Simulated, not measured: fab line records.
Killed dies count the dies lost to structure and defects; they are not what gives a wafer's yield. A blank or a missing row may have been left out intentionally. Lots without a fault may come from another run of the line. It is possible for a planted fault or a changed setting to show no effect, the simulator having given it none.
Which tool did it?	flow sky130	7 lots with 21 wafers sampled at 3 steps, on a route of 708 steps

== WHAT THE GAUGES READ, wafer by wafer ==
SKY_LDD_LDN_TW_MEAS_13.
lot	measured	on	LDD_LDN_TW
L983	day 23 18:08	film-metro-04	1472 1472 1472
L986	day 25 02:47	film-metro-01	1473 1466 1474
L991	day 27 05:58	film-metro-01	1484 1483 1481
L993	day 28 00:18	film-metro-04	1350 1361 1357 1365 1361 1358
L997	day 29 00:07	film-metro-01	1463 1477 1476
L101	day 30 00:41	film-metro-03	1478 1487 1495
L103	day 30 21:20	film-metro-03	1481 1492 1483

== EACH LOT AND THE TOOL THAT RAN IT (in order: tool; ch and the chambers of the sampled wafers; start) ==
lot	SKY_LDD_HVN_STRIP_09	SKY_LDD_LDN_IMPLANT_11
L983	plasma-asher-02 ch 0,1, day 21 06:08	implanter-01 ch 0, day 23 17:53
L986	plasma-asher-03 ch 0,1, day 22 13:18	implanter-03 ch 0, day 25 02:32
L991	plasma-asher-03 ch 0,1, day 24 18:02	implanter-02 ch 0, day 27 05:43
L993	plasma-asher-01 ch 0,1, day 25 12:58	implanter-01, day 28 00:05
L997	plasma-asher-01 ch 0,1, day 26 11:48	implanter-02 ch 0, day 28 23:52
L101	plasma-asher-01 ch 0,1, day 27 13:19	implanter-02 ch 0, day 30 00:26
L103	plasma-asher-03 ch 0,1, day 28 11:12	implanter-03 ch 0, day 30 21:05
- SKY_LDD_HVN_STRIP_09: strips in O2/N2.
- SKY_LDD_LDN_IMPLANT_11

== THE ANSWER, worked out from the rows above alone ==
Rule: usual is defined by the lots themselves. Put in order of their means at a reading, lots are off if they are a third of the lots or fewer, leave a main group of 4 or more, and stand apart from it by a gap of 3 or more times the standard deviation of the main group's means; of several such gaps the widest counts. Not used: any main group whose means are identical at the precision the tables above print for the reading. A lot without any number at a reading at which 4 lots or more have one is off too. Any other lot the step has rows for is counted as sound.
Off: L993, at SKY_LDD_LDN_TW_MEAS_13 (LDD_LDN_TW). The main group has a mean of 1478 with a standard deviation of 6.7.
If a tool, at a process step before that reading, ran all the lots that are off and no sound lot after the first of them, it fits. Gauges at SKY_LDD_LDN_TW_MEAS_13: tried the same way as those tools. Can't be told from this: 2 tools fit, implanter-01 at SKY_LDD_LDN_IMPLANT_11, film-metro-04 at SKY_LDD_LDN_TW_MEAS_13.

== WHAT THE SIMULATOR HAD PUT IN ==
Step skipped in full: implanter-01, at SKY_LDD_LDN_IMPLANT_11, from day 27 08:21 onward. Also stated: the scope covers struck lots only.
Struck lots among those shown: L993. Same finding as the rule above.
